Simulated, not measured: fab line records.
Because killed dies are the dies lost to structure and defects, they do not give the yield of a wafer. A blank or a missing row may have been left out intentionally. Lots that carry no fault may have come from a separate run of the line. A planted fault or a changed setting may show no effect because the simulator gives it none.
fab line records -- flow sky130
record: lots: 6, wafers: 18, lastDay: 50
route steps=708 shown VIA1@481 METAL2@483 PAD_OPEN@708
lots untouched by any fault: they come from a run of this same line in which no faults occurred
startH: start of the lot's first displayed wafer, in hours after the record's first day -- waitH: hours since the lot's step before -- " identical to the entry in the row above -- L1.1+2: a row that stands for several wafers -- - no value present, or no start provided -- * or withheld: withheld -- < > ~ a bound
route shown NAME@n: NAME is a module with steps in the file, n the number in the route of the first one -- usual: mean and standard deviation over wafers with no fault -- same: alike in all rows -- chamber/n: place in a boat -- sites: readings site by site -- _std_site: standard deviation of those values -- _edge_site: inner sites' mean taken away from outer sites' mean -- radiusMm: how far each site lies from the wafer's centre -- mask NAME#n: copy n -- behind: the last tool/chamber to shape the wafer -- hold: why the lot went on hold/how many hours it stayed there/how the hold came to an end -- device: whichever transistor did not switch (one of n, p or np) -- end of line: the route-end tests of the same wafers -- a step given without rows: its recipe and nothing more -- killed: at the first sort, the dies lost to defects and structure; wafer yield is something else -- map: a wafer's dies, marking killed ones x, the rest . and places with no die _
set.NAME: setting as actually run; set.NAME@STEP: the setting as run at that earlier step -- model.NAME: the simulator's own value behind a step, which no gauge read
lots seen at some steps along the route; tables by step, rows by wafer
services: from which hour (startH, from the record's first day; less than 0 if before it) a tool's chamber was out of use, for how many hours, and why
== steps ==
step: SKY_VIA1_THK_MEAS_23
recipe: thkMeasGauge: xrf, reads: W_of_VIA1_CVD_21
usual: VIA1_W_THK: 268/5.3
lot.wafer,tool,chamber,startH,waitH,VIA1_W_THK[nm]
L371.1,filmMetro-03,-,809.20,0.1,265
L371.5,filmMetro-03,-,809.20,0.1,266
L371.6,filmMetro-03,-,809.20,0.1,264
L376.2,filmMetro-04,-,852.34,0.1,276
L376.3,filmMetro-04,-,852.34,0.1,281
L376.4,filmMetro-04,-,852.34,0.1,273
L381.2,filmMetro-03,-,897.43,0.1,269
L381.3,filmMetro-03,-,897.43,0.1,265
L381.4,filmMetro-03,-,897.43,0.1,266
L382.3,filmMetro-02,-,903.50,0.1,266
L382.5,filmMetro-02,-,903.50,0.1,273
L382.6,filmMetro-02,-,903.50,0.1,268
L385.1,filmMetro-04,-,926.41,0.1,265
L385.4,filmMetro-04,-,926.41,0.1,277
L385.6,filmMetro-04,-,926.41,0.1,266
L391.4,filmMetro-02,-,957.74,0.1,267
L391.5,filmMetro-02,-,957.74,0.1,261
L391.6,filmMetro-02,-,957.74,0.1,267
step: SKY_VIA1_CMP_24
recipe: stopOn: SiO2, tOverpolishS: 15, downForcePsi: 3.5, platenRpm: 60, targetThkNm: 0, padVelocityMS: 0.94248
step: SKY_METAL2_SPUTTER_00
recipe: material: Ti, targetThkNm: 15, powerW: 3000, timeS: 10, chamberPressurePa: 0.4
step: SKY_METAL2_SPUTTER_01
recipe: material: TiN, targetThkNm: 20, powerW: 6500, timeS: 16.7, chamberPressurePa: 0.4
usual: throttleValvePct: 30.9/0.88
lot.wafer,tool,chamber,startH,waitH,throttleValvePct
L371.1,pvdSputter-03,-,809.58,0.0,28.8
L371.5,pvdSputter-03,-,809.58,0.0,29.2
L371.6,pvdSputter-03,-,809.58,0.0,29.5
L376.2,pvdSputter-03,-,852.71,0.0,29.2
L376.3,pvdSputter-03,-,852.71,0.0,31.8
L376.4,pvdSputter-03,-,852.71,0.0,28.7
L381.2,pvdSputter-02,-,897.80,0.0,31.0
L381.3,pvdSputter-02,-,897.80,0.0,31.1
L381.4,pvdSputter-02,-,897.80,0.0,31.4
L382.3,pvdSputter-03,-,903.86,0.0,28.9
L382.5,pvdSputter-03,-,903.86,0.0,29.8
L382.6,pvdSputter-03,-,903.86,0.0,31.8
L385.1,pvdSputter-03,-,926.79,0.0,29.7
L385.4,pvdSputter-03,-,926.79,0.0,31.1
L385.6,pvdSputter-03,-,926.79,0.0,29.2
L391.4,pvdSputter-03,-,958.10,0.0,31.5
L391.5,pvdSputter-03,-,958.10,0.0,29.5
L391.6,pvdSputter-03,-,958.10,0.0,30.8
step: SKY_METAL2_SPUTTER_02
recipe: material: AlCu, targetThkNm: 250, powerW: 10600, timeS: 13.3, chamberPressurePa: 0.4
step: SKY_METAL2_SPUTTER_03
recipe: material: Ti, targetThkNm: 5, powerW: 3000, timeS: 3.3, chamberPressurePa: 0.4
usual: throttleValvePct: 30.9/0.88
lot.wafer,tool,chamber,startH,waitH,throttleValvePct
L371.1,pvdSputter-03,-,809.63,0.0,29.1
L371.5,pvdSputter-03,-,809.63,0.0,29.0
L371.6,pvdSputter-03,-,809.63,0.0,29.7
L376.2,pvdSputter-03,-,852.76,0.0,28.9
L376.3,pvdSputter-03,-,852.76,0.0,31.6
L376.4,pvdSputter-03,-,852.76,0.0,29.1
L381.2,pvdSputter-02,-,897.85,0.0,30.9
L381.3,pvdSputter-02,-,897.85,0.0,31.4
L381.4,pvdSputter-02,-,897.85,0.0,31.1
L382.3,pvdSputter-03,-,903.91,0.0,29.3
L382.5,pvdSputter-03,-,903.91,0.0,30.2
L382.6,pvdSputter-03,-,903.91,0.0,32.0
L385.1,pvdSputter-03,-,926.84,0.0,29.8
L385.4,pvdSputter-03,-,926.84,0.0,30.8
L385.6,pvdSputter-03,-,926.84,0.0,29.3
L391.4,pvdSputter-03,-,958.15,0.0,31.5
L391.5,pvdSputter-03,-,958.15,0.0,29.1
L391.6,pvdSputter-03,-,958.15,0.0,31.1
step: SKY_METAL2_SPUTTER_04
recipe: material: TiN, targetThkNm: 70, powerW: 6500, timeS: 58.3, chamberPressurePa: 0.4
usual: throttleValvePct: 30.8/0.88
lot.wafer,tool,chamber,startH,waitH,throttleValvePct
L371.1,pvdSputter-03,-,809.65,0.0,29.0
L371.5,pvdSputter-03,-,809.65,0.0,29.1
L371.6,pvdSputter-03,-,809.65,0.0,29.6
L376.2,pvdSputter-03,-,852.78,0.0,29.0
L376.3,pvdSputter-03,-,852.78,0.0,31.7
L376.4,pvdSputter-03,-,852.78,0.0,29.0
L381.2,pvdSputter-02,-,897.87,0.0,30.8
L381.3,pvdSputter-02,-,897.87,0.0,30.9
L381.4,pvdSputter-02,-,897.87,0.0,31.6
L382.3,pvdSputter-03,-,903.93,0.0,29.0
L382.5,pvdSputter-03,-,903.93,0.0,30.0
L382.6,pvdSputter-03,-,903.93,0.0,31.7
L385.1,pvdSputter-03,-,926.86,0.0,29.8
L385.4,pvdSputter-03,-,926.86,0.0,30.8
L385.6,pvdSputter-03,-,926.86,0.0,29.3
L391.4,pvdSputter-03,-,958.16,0.0,31.6
L391.5,pvdSputter-03,-,958.16,0.0,29.0
L391.6,pvdSputter-03,-,958.16,0.0,31.0
step: SKY_METAL2_RS_MEAS_05
recipe: thkMeasGauge: four-point-probe, reads: TiN_of_METAL2_SPUTTER_04+Ti_of_METAL2_SPUTTER_03+AlCu_of_METAL2_SPUTTER_02+TiN_of_METAL2_SPUTTER_01+Ti_of_METAL2_SPUTTER_00
usual: METAL2_ALCU_RS: 0.1268/0.0017
lot.wafer,tool,chamber,startH,waitH,METAL2_ALCU_RS[ohm/sq]
L371.1,filmMetro-01,-,809.70,0.0,0.1276
L371.5,filmMetro-01,-,809.70,0.0,0.1271
L371.6,filmMetro-01,-,809.70,0.0,0.1283
L376.2,filmMetro-04,-,852.85,0.0,0.1259
L376.3,filmMetro-04,-,852.85,0.0,0.1292
L376.4,filmMetro-04,-,852.85,0.0,0.1259
L381.2,filmMetro-04,-,897.94,0.0,0.1289
L381.3,filmMetro-04,-,897.94,0.0,0.1298
L381.4,filmMetro-04,-,897.94,0.0,0.1314
L382.3,filmMetro-01,-,904.02,0.1,0.1253
L382.5,filmMetro-01,-,904.02,0.1,0.1289
L382.6,filmMetro-01,-,904.02,0.1,0.1264
L385.1,filmMetro-03,-,926.91,0.0,0.1293
L385.4,filmMetro-03,-,926.91,0.0,0.1271
L385.6,filmMetro-03,-,926.91,0.0,0.1269
L391.4,filmMetro-03,-,958.27,0.1,0.1254
L391.5,filmMetro-03,-,958.27,0.1,0.1249
L391.6,filmMetro-03,-,958.27,0.1,0.1255
step: SKY_METAL2_THK_MEAS_06
recipe: thkMeasGauge: xrf, reads: AlCu_of_METAL2_SPUTTER_02
usual: METAL2_ALCU_THK: 253/3.7
lot.wafer,tool,chamber,startH,waitH,METAL2_ALCU_THK[nm]
L371.1,filmMetro-01,-,809.82,0.1,251
L371.5,filmMetro-01,-,809.82,0.1,256
L371.6,filmMetro-01,-,809.82,0.1,251
L376.2,filmMetro-04,-,852.96,0.1,255
L376.3,filmMetro-04,-,852.96,0.1,248
L376.4,filmMetro-04,-,852.96,0.1,255
L381.2,filmMetro-04,-,898.05,0.1,247
L381.3,filmMetro-04,-,898.05,0.1,246
L381.4,filmMetro-04,-,898.05,0.1,243
L382.3,filmMetro-01,-,904.12,0.1,258
L382.5,filmMetro-01,-,904.12,0.1,252
L382.6,filmMetro-01,-,904.12,0.1,254
L385.1,filmMetro-03,-,927.03,0.1,248
L385.4,filmMetro-03,-,927.03,0.1,251
L385.6,filmMetro-03,-,927.03,0.1,251
L391.4,filmMetro-03,-,958.36,0.1,254
L391.5,filmMetro-03,-,958.36,0.1,256
L391.6,filmMetro-03,-,958.36,0.1,253
step: SKY_METAL2_DEHYDRATE_07
recipe: tempC: 200, timeS: 60
step: SKY_METAL2_HMDS_08
recipe: primeTimeS: 60, primeTempC: 120
step: SKY_METAL2_COAT_09
recipe: resist: BARC, tempC: withheld, timeS: withheld, spinRpm: 3000, resistThkNm: 60
step: SKY_METAL2_COAT_10
recipe: resist: KrF-thick, spinRpm: 3000, resistThkNm: 447.1
usual: spinSpeedRpm: 3000.0/2
lot.wafer,tool,chamber,startH,waitH,spinSpeedRpm,model.KrF-thick_of_METAL2_COAT_10.thkNm
L371.1,lithoTrack-01,0,822,-,3002.8,446
L371.5,lithoTrack-01,0,822,-,3002.6,446.4
L371.6,lithoTrack-01,0,822,-,3003.5,447.4
L376.2,lithoTrack-02,0,865,-,2999.6,448.6
L376.3,lithoTrack-02,0,865,-,2999.2,448.6
L376.4,lithoTrack-02,0,865,-,3000.6,447.3
L381.2,lithoTrack-02,0,910,-,2752.5,465.6
L381.3,lithoTrack-02,0,910,-,2754.1,468.4
L381.4,lithoTrack-02,0,910,-,2752.1,467.5
L382.3,lithoTrack-02,0,917,-,2755.8,467.5
L382.5,lithoTrack-02,0,917,-,2754.0,467.1
L382.6,lithoTrack-02,0,917,-,2755.8,466.8
L385.1,lithoTrack-01,0,939,-,3000.2,448.1
L385.4,lithoTrack-01,0,939,-,2997.7,449.9
L385.6,lithoTrack-01,0,939,-,3002.4,448.8
L391.4,lithoTrack-01,0,970,-,3001.5,447.3
L391.5,lithoTrack-01,0,970,-,3000.0,446.8
L391.6,lithoTrack-01,0,970,-,3000.7,448.5
step: SKY_METAL2_SOFTBAKE_11
recipe: tempC: 100, timeS: 90, resist: KrF-thick
step: SKY_METAL2_EXPOSE_12
recipe: maskId: MM2, na: 0.8, sourceShape: annular, sigmaInner: 0.55, sigmaOuter: 0.85, targetCdNm: 140, doseMj: 28
step: SKY_METAL2_PEB_13
recipe: pebTempC: withheld, pebTimeS: withheld, resist: KrF-thick
step: SKY_METAL2_DEVELOP_14
recipe: developTimeS: 60, resist: KrF-thick, devTempC: 21
step: SKY_METAL2_CD_MEAS_15
recipe: targetCdNm: 140
usual: cdNm: 139.8/1.3
lot.wafer,tool,chamber,startH,waitH,cdNm
L371.1,cdSem-01,-,836.12,-,142.0
L371.5,cdSem-01,-,836.12,-,141.6
L371.6,cdSem-01,-,836.12,-,140.1
L376.2,cdSem-01,-,878.30,-,141.1
L376.3,cdSem-01,-,878.30,-,140.6
L376.4,cdSem-01,-,878.30,-,140.5
L381.2,cdSem-02,-,923.28,-,139.4
L381.3,cdSem-02,-,923.28,-,138.3
L381.4,cdSem-02,-,923.28,-,138.6
L382.3,cdSem-01,-,929.20,-,143.3
L382.5,cdSem-01,-,929.20,-,141.9
L382.6,cdSem-01,-,929.20,-,141.7
L385.1,cdSem-01,-,951.08,-,139.1
L385.4,cdSem-01,-,951.08,-,139.0
L385.6,cdSem-01,-,951.08,-,136.8
L391.4,cdSem-01,-,983.19,-,140.6
L391.5,cdSem-01,-,983.19,-,139.9
L391.6,cdSem-01,-,983.19,-,141.2
step: SKY_METAL2_OVL_MEAS_16
usual: METAL2_OVL: -3/4.5
lot.wafer,tool,chamber,startH,waitH,METAL2_OVL[nm]
L371.1,overlay-02,-,836.24,0.1,-3
L371.5,overlay-02,-,836.24,0.1,-6
L371.6,overlay-02,-,836.24,0.1,-5
L376.2,overlay-01,-,878.41,0.1,-2
L376.3,overlay-01,-,878.41,0.1,1
L376.4,overlay-01,-,878.41,0.1,4
L381.2,overlay-01,-,923.38,0.1,-4
L381.3,overlay-01,-,923.38,0.1,0
L381.4,overlay-01,-,923.38,0.1,-2
L382.3,overlay-02,-,929.29,0.1,-5
L382.5,overlay-02,-,929.29,0.1,-2
L382.6,overlay-02,-,929.29,0.1,0
L385.1,overlay-02,-,951.20,0.1,1
L385.4,overlay-02,-,951.20,0.1,-3
L385.6,overlay-02,-,951.20,0.1,-4
L391.4,overlay-02,-,983.27,0.1,0
L391.5,overlay-02,-,983.27,0.1,1
L391.6,overlay-02,-,983.27,0.1,-2
step: SKY_METAL2_DESCUM_17
recipe: chemistry: O2, sourcePowerW: 150, biasPowerW: 0, pressureMtorr: 10, tempC: 40, timeS: 8
usual: drypumpMotorCurrentA: 6.10/0.28, oesProductAu: 1.010/0.014
lot.wafer,tool,chamber,startH,waitH,drypumpMotorCurrentA,oesProductAu,rfHoursCounterH
L371.1,rieMetal-02,1,836.27,0.0,6.03,0.996,1
L371.5,rieMetal-02,1,836.27,0.0,6.04,0.998,-
L371.6,rieMetal-02,0,836.27,0.0,6.20,1.025,-
L376.2,rieMetal-02,1,878.44,0.0,6.05,0.995,3
L376.3,rieMetal-02,0,878.44,0.0,6.19,1.023,-
L376.4,rieMetal-02,1,878.44,0.0,6.05,1.004,-
L381.2,rieMetal-04,1,923.41,0.0,6.46,0.995,13
L381.3,rieMetal-04,1,923.41,0.0,6.47,0.996,-
L381.4,rieMetal-04,0,923.41,0.0,6.13,0.991,-
L382.3,rieMetal-04,1,929.32,0.0,6.50,1.000,-
L382.5,rieMetal-04,0,929.32,0.0,6.10,0.993,-
L382.6,rieMetal-04,1,929.32,0.0,6.46,1.007,-
L385.1,rieMetal-02,0,951.24,0.0,6.17,1.031,17
L385.4,rieMetal-02,0,951.24,0.0,6.25,1.031,-
L385.6,rieMetal-02,1,951.24,0.0,6.02,0.999,-
L391.4,rieMetal-02,0,983.30,0.0,6.20,1.016,-
L391.5,rieMetal-02,0,983.30,0.0,6.20,1.020,-
L391.6,rieMetal-02,1,983.30,0.0,6.03,1.013,-
step: SKY_METAL2_ETCH_18
recipe: chemistry: N2/H2, target: BARC, ionEnergyEv: 200, biasW: 100, pressureMtorr: 30, n2FlowSccm: 100, h2FlowSccm: 200, icpW: 500, stopOn: SiO2, timeS: 45.9, targetDepthA: 600
usual: drypumpMotorCurrentA: 6.10/0.28, oesProductAu: 0.855/0.0051, throttleValvePct: 13.225/0.0093
lot.wafer,tool,chamber,startH,waitH,drypumpMotorCurrentA,oesProductAu,rfHoursCounterH,throttleValvePct
L371.1,rieMetal-02,1,836.30,0.0,6.04,0.857,1,13.230
L371.5,rieMetal-02,1,836.30,0.0,6.05,0.853,-,13.228
L371.6,rieMetal-02,0,836.30,0.0,6.21,0.856,-,13.223
L376.2,rieMetal-02,1,878.47,0.0,6.05,0.855,3,13.228
L376.3,rieMetal-02,0,878.47,0.0,6.19,0.858,-,13.220
L376.4,rieMetal-02,1,878.47,0.0,6.05,0.860,-,13.235
L381.2,rieMetal-04,1,923.44,0.0,6.49,0.855,13,13.230
L381.3,rieMetal-04,1,923.44,0.0,6.49,0.856,-,13.234
L381.4,rieMetal-04,0,923.44,0.0,6.11,0.860,-,13.227
L382.3,rieMetal-04,1,929.36,0.0,6.51,0.861,-,13.233
L382.5,rieMetal-04,0,929.36,0.0,6.15,0.851,-,13.210
L382.6,rieMetal-04,1,929.36,0.0,6.49,0.856,-,13.237
L385.1,rieMetal-02,0,951.27,0.0,6.16,0.862,17,13.222
L385.4,rieMetal-02,0,951.27,0.0,6.19,0.856,-,13.217
L385.6,rieMetal-02,1,951.27,0.0,6.05,0.850,-,13.221
L391.4,rieMetal-02,0,983.34,0.0,6.24,0.853,-,13.225
L391.5,rieMetal-02,0,983.34,0.0,6.20,0.856,-,13.229
L391.6,rieMetal-02,1,983.34,0.0,6.05,0.854,-,13.231
step: SKY_METAL2_METAL_ETCH_19
recipe: targetDepthA: 3600, stopOn: SiO2, overEtchFrac: 0.3, timeS: 78, chemistry: Cl2/BCl3, resistSidewallDeg: 88, pressureMtorr: 10, icpW: 900, biasW: 48.5, Cl2_flow_sccm: 60, bcl3FlowSccm: 30
usual: drypumpMotorCurrentA: 6.09/0.28, oesProductAu: 0.854/0.0054, throttleValvePct: 22.263/0.0099
lot.wafer,tool,chamber,startH,waitH,drypumpMotorCurrentA,oesProductAu,rfHoursCounterH,throttleValvePct,model.KrF-thick_of_METAL2_COAT_10.thkNm
L371.1,rieMetal-02,1,836.37,0.0,6.07,0.855,1,22.254,156.9
L371.5,rieMetal-02,1,836.37,0.0,6.07,0.846,-,22.259,157.8
L371.6,rieMetal-02,0,836.37,0.0,6.19,0.846,-,22.271,150.6
L376.2,rieMetal-02,1,878.53,0.0,6.04,0.851,3,22.273,155.5
L376.3,rieMetal-02,0,878.53,0.0,6.20,0.851,-,22.236,147.4
L376.4,rieMetal-02,1,878.53,0.0,6.03,0.857,-,22.271,153.9
L381.2,rieMetal-04,1,923.51,0.0,6.48,0.851,13,22.274,175.6
L381.3,rieMetal-04,1,923.51,0.0,6.46,0.845,-,22.270,177.2
L381.4,rieMetal-04,0,923.51,0.0,6.10,0.852,-,22.263,178.5
L382.3,rieMetal-04,1,929.44,0.1,6.46,0.854,-,22.288,175.9
L382.5,rieMetal-04,0,929.44,0.1,6.11,0.854,-,22.259,177
L382.6,rieMetal-04,1,929.44,0.1,6.44,0.851,-,22.265,177.2
L385.1,rieMetal-02,0,951.33,0.0,6.18,0.858,17,22.249,141
L385.4,rieMetal-02,0,951.33,0.0,6.17,0.860,-,22.270,146.7
L385.6,rieMetal-02,1,951.33,0.0,6.07,0.865,-,22.264,152.4
L391.4,rieMetal-02,0,983.41,0.1,6.21,0.861,-,22.251,144.8
L391.5,rieMetal-02,0,983.41,0.1,6.18,0.852,-,22.269,145.5
L391.6,rieMetal-02,1,983.41,0.1,6.06,0.856,-,22.266,151.7
step: SKY_METAL2_STRIP_20
recipe: chemistry: O2/N2, powerW: 1400, pressureMtorr: 1500, platenTempC: withheld, o2FlowSccm: 3000, n2FlowSccm: 300, overashFraction: 0.5
usual: drypumpMotorCurrentA: 5.6/0.32, oesProductAu: 0.340/0.0055, stripTimeToEndpointS: 2.62/0.067
lot.wafer,tool,chamber,startH,waitH,drypumpMotorCurrentA,oesProductAu,rfHoursCounterH,stripTimeToEndpointS
L371.1,plasmaAsher-03,0,836.46,0.1,5.6,0.343,37,2.68
L371.5,plasmaAsher-03,0,836.46,0.1,5.6,0.348,-,2.70
L371.6,plasmaAsher-03,1,836.46,0.1,5.1,0.345,-,2.62
L376.2,plasmaAsher-02,1,878.62,0.1,5.5,0.335,110,2.66
L376.3,plasmaAsher-02,0,878.62,0.1,5.7,0.334,-,2.57
L376.4,plasmaAsher-02,1,878.62,0.1,5.5,0.347,-,2.64
L381.2,plasmaAsher-04,1,923.60,0.1,5.8,0.350,18,2.87
L381.3,plasmaAsher-04,0,923.60,0.1,6.2,0.354,-,2.90
L381.4,plasmaAsher-04,1,923.60,0.1,5.8,0.356,-,2.91
L382.3,plasmaAsher-03,0,929.53,0.1,5.7,0.347,-,2.89
L382.5,plasmaAsher-03,1,929.53,0.1,5.1,0.348,-,2.90
L382.6,plasmaAsher-03,0,929.53,0.1,5.7,0.353,-,2.89
L385.1,plasmaAsher-04,0,951.42,0.1,6.2,0.333,20,2.49
L385.4,plasmaAsher-04,1,951.42,0.1,5.8,0.336,-,2.56
L385.6,plasmaAsher-04,0,951.42,0.1,6.2,0.339,-,2.62
L391.4,plasmaAsher-04,1,983.51,0.1,5.8,0.342,-,2.57
L391.5,plasmaAsher-04,1,983.51,0.1,5.8,0.340,-,2.54
L391.6,plasmaAsher-04,0,983.51,0.1,6.2,0.337,-,2.63
step: SKY_METAL2_STRIP_21
recipe: chemistry: postEtchResidueRemover, timeS: 1200, tempC: 72.5
step: SKY_PAD_OPEN_PROBE_99
usual: defectLimitedYield: 82.4/1.9, killed_at_M0_to_M3: 42/7.1, killed_at_M4_up: 3.0/1.7, killedAtContacts: 25/5, killedAtFrontEnd: 16/4.4, killedAtOther: 0.5/1.4, killedDies: 87/9.2, killedOpen: 47/6.2, killedShort: 39/6.6, sort_bin_3_pad_short: 0.9/0.46, sort_bin_5_function: 10.3/1.6, sort_bin_6_memory: 6.4/0.99, sortNPass: 405/9.2, sortYieldPct: 82.4/1.9
same: grossDies: 492, killedAtBackSide: 0, sort_bin_4_leakage[%]: 0, sort_bin_8_speed[%]: 0
lot.wafer,tool,chamber,startH,waitH,defectLimitedYield[%],killed_at_M0_to_M3,killed_at_M4_up,killedAtContacts,killedAtFrontEnd,killedAtOther,killedDies,killedOpen,killedShort,sort_bin_3_pad_short[%],sort_bin_5_function[%],sort_bin_6_memory[%],sortNPass,sortYieldPct[%]
L371.1,prober-02,-,1086.62,0.1,80.5,54,1,19,22,0,96,49,45,1.2,12.2,6.1,396,80.5
L371.5,prober-02,-,1086.82,0.2,82.5,51,1,22,12,0,86,49,37,1.0,9.8,6.7,406,82.5
L371.6,prober-02,-,1086.87,0.2,79.7,47,4,27,22,0,100,58,41,1.0,12.0,7.3,392,79.7
L376.2,prober-01,-,1121.14,0.1,83.3,38,3,27,14,0,82,42,39,1.4,8.5,6.7,410,83.3
L376.3,prober-01,-,1121.19,0.2,80.9,39,4,27,22,2,94,52,40,1.0,12.8,5.3,398,80.9
L376.4,prober-01,-,1121.24,0.2,82.3,36,2,28,20,1,87,50,36,0.8,11.2,5.7,405,82.3
L381.2,prober-01,-,1152.94,0.1,82.7,45,5,25,10,0,85,43,40,1.6,10.0,5.7,407,82.7
L381.3,prober-01,-,1152.99,0.2,85.0,43,4,19,8,0,74,49,25,0.8,7.9,6.3,418,85.0
L381.4,prober-01,-,1153.04,0.2,86.8,38,1,14,12,0,65,35,30,1.4,7.1,4.7,427,86.8
L382.3,prober-01,-,1158.59,0.2,83.9,43,4,27,5,0,79,40,38,0.4,9.6,6.1,413,83.9
L382.5,prober-01,-,1158.69,0.2,85.4,36,0,24,12,0,72,41,29,0.4,9.6,4.7,420,85.4
L382.6,prober-01,-,1158.74,0.2,81.9,50,2,23,14,0,89,55,34,0.4,10.2,7.5,403,81.9
killed by level:class
L371.1 VIA1:geometricParticle:open=10 LI_CONTACT:geometricParticle:open=8 VIA1:geometricParticle:short=7 FIELD_ISO:geometricParticle:short=6 CONTACT:geometricParticle:open=6 VIA3:geometricParticle:open=5 METAL1:geometricParticle:short=5 METAL2:geometricParticle:short=5
L371.5 VIA1:geometricParticle:open=13 CONTACT:geometricParticle:open=12 VIA2:geometricParticle:open=6 METAL1:geometricParticle:short=6 FIELD_ISO:geometricParticle:short=5 METAL2:geometricParticle:short=5 VIA2:geometricParticle:short=5 VIA3:geometricParticle:open=5
L371.6 VIA1:geometricParticle:open=11 FIELD_ISO:geometricParticle:open=8 CONTACT:geometricParticle:open=7 LI_CONTACT:geometricParticle:open=6 CONTACT:geometricParticle:short=5 METAL1:geometricParticle:short=5 VIA2:geometricParticle:open=5 VIA3:geometricParticle:open=5
L376.2 CONTACT:geometricParticle:open=13 VIA1:geometricParticle:open=7 POLY_GATE:geometricParticle:open=5 VIA1:geometricParticle:short=5 METAL2:geometricParticle:short=5 VIA2:geometricParticle:open=5 POLY_GATE:geometricParticle:short=4 METAL3:geometricParticle:short=4
L376.3 CONTACT:geometricParticle:open=10 VIA1:geometricParticle:open=8 METAL2:geometricParticle:short=8 FIELD_ISO:geometricParticle:open=7 LI_CONTACT:geometricParticle:open=7 FIELD_ISO:geometricParticle:short=5 LOCAL_INTERCONNECT:geometricParticle:short=5 METAL3:geometricParticle:short=5
L376.4 CONTACT:geometricParticle:open=12 VIA1:geometricParticle:open=9 LI_CONTACT:geometricParticle:open=7 FIELD_ISO:geometricParticle:open=6 POLY_GATE:geometricParticle:short=6 VIA2:geometricParticle:short=5 LOCAL_INTERCONNECT:geometricParticle:short=5 VIA1:geometricParticle:short=5
L381.2 VIA1:geometricParticle:open=16 CONTACT:geometricParticle:short=7 VIA2:geometricParticle:open=7 LOCAL_INTERCONNECT:geometricParticle:short=6 CONTACT:geometricParticle:open=5 METAL1:geometricParticle:short=5 LI_CONTACT:geometricParticle:open=4 VIA1:geometricParticle:short=4
L381.3 VIA1:geometricParticle:open=10 LI_CONTACT:geometricParticle:open=8 CONTACT:geometricParticle:open=8 VIA3:geometricParticle:open=8 VIA2:geometricParticle:open=7 FIELD_ISO:geometricParticle:short=4 VIA1:geometricParticle:short=4 VIA2:geometricParticle:short=4
L381.4 VIA1:geometricParticle:open=9 VIA2:geometricParticle:open=6 CONTACT:geometricParticle:open=5 VIA3:geometricParticle:open=5 POLY_GATE:geometricParticle:short=4 METAL1:geometricParticle:short=4 VIA1:geometricParticle:short=4 LI_CONTACT:geometricParticle:open=3
L382.3 CONTACT:geometricParticle:open=13 METAL1:geometricParticle:short=9 VIA2:geometricParticle:open=7 LOCAL_INTERCONNECT:geometricParticle:short=6 VIA1:geometricParticle:open=6 VIA3:geometricParticle:open=5 LI_CONTACT:geometricParticle:open=3 CONTACT:geometricParticle:short=3
L382.5 CONTACT:geometricParticle:open=10 VIA1:geometricParticle:open=8 CONTACT:geometricParticle:short=7 METAL2:geometricParticle:short=6 VIA3:geometricParticle:open=6 VIA2:geometricParticle:open=5 FIELD_ISO:geometricParticle:open=4 LI_CONTACT:geometricParticle:open=4
L382.6 VIA1:geometricParticle:open=13 CONTACT:geometricParticle:open=10 VIA3:geometricParticle:open=8 LI_CONTACT:geometricParticle:open=7 VIA2:geometricParticle:open=6 METAL1:geometricParticle:short=5 VIA1:geometricParticle:short=5 FIELD_ISO:geometricParticle:open=4
== services ==
tool,chamber,startH,hours,kind
rieMetal-02,1,801.16,-,clean
rieMetal-02,1,801.16,19.0,scheduledDown
rieMetal-02,1,801.16,19.0,ventCycle
pvdSputter-03,-,803.80,0.9,repair
plasmaAsher-02,-,805.75,3.1,repair
plasmaAsher-04,-,809.69,4.1,repair
plasmaAsher-04,-,815.51,2.8,pm
pvdSputter-03,0,839.65,-,consumableReplace:kit
pvdSputter-03,0,839.65,18.0,scheduledDown
pvdSputter-03,0,839.65,18.0,ventCycle
plasmaAsher-02,-,898.92,14.6,pm
pvdSputter-02,0,903.28,-,consumableReplace:kit
pvdSputter-02,0,903.28,18.0,scheduledDown
pvdSputter-02,0,903.28,18.0,ventCycle
pvdSputter-02,-,903.46,4.9,repair
pvdSputter-02,-,912.67,2.7,repair
pvdSputter-02,-,953.53,2.9,repair
plasmaAsher-03,-,956.01,2.8,pm
rieMetal-04,1,959.01,8.1,repair
plasmaAsher-04,-,959.73,1.6,repair
rieMetal-04,1,982.31,19.4,repair
== key ==
firstSign: step: SKY_METAL2_COAT_10, reading: spinSpeedRpm, direction: down, sigmas: 99+, usual: 3000.0, struck: 2754.1
effect: step: SKY_METAL2_STRIP_20, reading: stripTimeToEndpointS, direction: up, sigmas: 4.1, usual: *, struck: *
modelEffect: step: SKY_METAL2_COAT_10, value: KrF-thick_of_METAL2_COAT_10.thkNm, without: 447.6, struck: 467.2
modelEffect: step: SKY_METAL2_METAL_ETCH_19, value: KrF-thick_of_METAL2_COAT_10.thkNm, without: 157.3, struck: 176.9
metAt SKY_METAL2_COAT_10
struckWafers L381.2,L381.3,L381.4,L382.3,L382.5,L382.6
onsetBetween 865 910
fault: kind: processParameterDrift, tool: lithoTrack-02, chamber: -, onsetH: 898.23, steps: SKY_METAL2_COAT_10, channel: spinRpm, offset: -246.45, shape: step, endH: 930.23, actsIn: theseRecipesOnly, stated: 3000
